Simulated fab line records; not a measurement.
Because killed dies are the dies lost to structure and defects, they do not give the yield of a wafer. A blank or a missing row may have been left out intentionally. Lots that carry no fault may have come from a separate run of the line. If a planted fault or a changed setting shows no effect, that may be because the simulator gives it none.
Matching of chambers :: flow sky130 :: 4 sister chambers for SKY_POLY_CUT_ETCH_11 on rie diel-01
The step etches Si3N4 in CF4/CH2F2/Ar, stops on poly-Si, time 42.5 s, target depth 60 nm. 4 wafers are shown with their chamber, then 11 later ones without.

== WAFERS PAIRED WITH THEIR CHAMBERS ==
wafer: L085.2
chamber: 3
drypump motor current A (A): 5.7

wafer: L086.4
chamber: 2
drypump motor current A (A): 5.8

wafer: L086.6
chamber: 1
drypump motor current A (A): 4.9

wafer: L089.1
chamber: 0
drypump motor current A (A): 5.9

== WAFERS WHOSE CHAMBER IS MISSING ==
wafer: L089.4
drypump motor current A (A): 4.9

wafer: L089.5
drypump motor current A (A): 5.8

wafer: L090.1
drypump motor current A (A): 5.8

wafer: L090.2
drypump motor current A (A): 4.9

wafer: L090.4
drypump motor current A (A): 5.8

wafer: L091.1
drypump motor current A (A): 5.8

wafer: L091.3
drypump motor current A (A): 5.0

wafer: L091.4
drypump motor current A (A): 5.7

wafer: L097.1
drypump motor current A (A): 5.8

wafer: L097.4
drypump motor current A (A): 5.9

wafer: L097.6
drypump motor current A (A): 5.8

== WHICH CHAMBER EACH ONE RAN IN ==
wafer: L089.4
from the rows above: 1
in truth: 1

wafer: L089.5
from the rows above: 2
in truth: 2

wafer: L090.1
from the rows above: 2
in truth: 2

wafer: L090.2
from the rows above: 1
in truth: 1

wafer: L090.4
from the rows above: 2
in truth: 2

wafer: L091.1
from the rows above: 2
in truth: 2

wafer: L091.3
from the rows above: 1
in truth: 1

wafer: L091.4
from the rows above: 3
in truth: 3

wafer: L097.1
from the rows above: 2
in truth: 2

wafer: L097.4
from the rows above: 0
in truth: 0

wafer: L097.6
from the rows above: 2
in truth: 2
Placed correctly: 11 of 11. From these rows, 0 cannot be placed. Number placed wrongly: 0.
How it was worked out, from the rows above alone: a wafer's distance from a chamber is the root of the sum, over the readings, of the square of ((its reading less the chamber's mean) divided by the reading's scatter). The wafer belongs to the nearest chamber; if the next one is less than 2 further off, it can't be placed. Each chamber's mean is taken over the wafers shown for it. The scatter: with one shown wafer a chamber, the root of the mean of the squares of how far each hidden wafer lies from its nearest shown one.
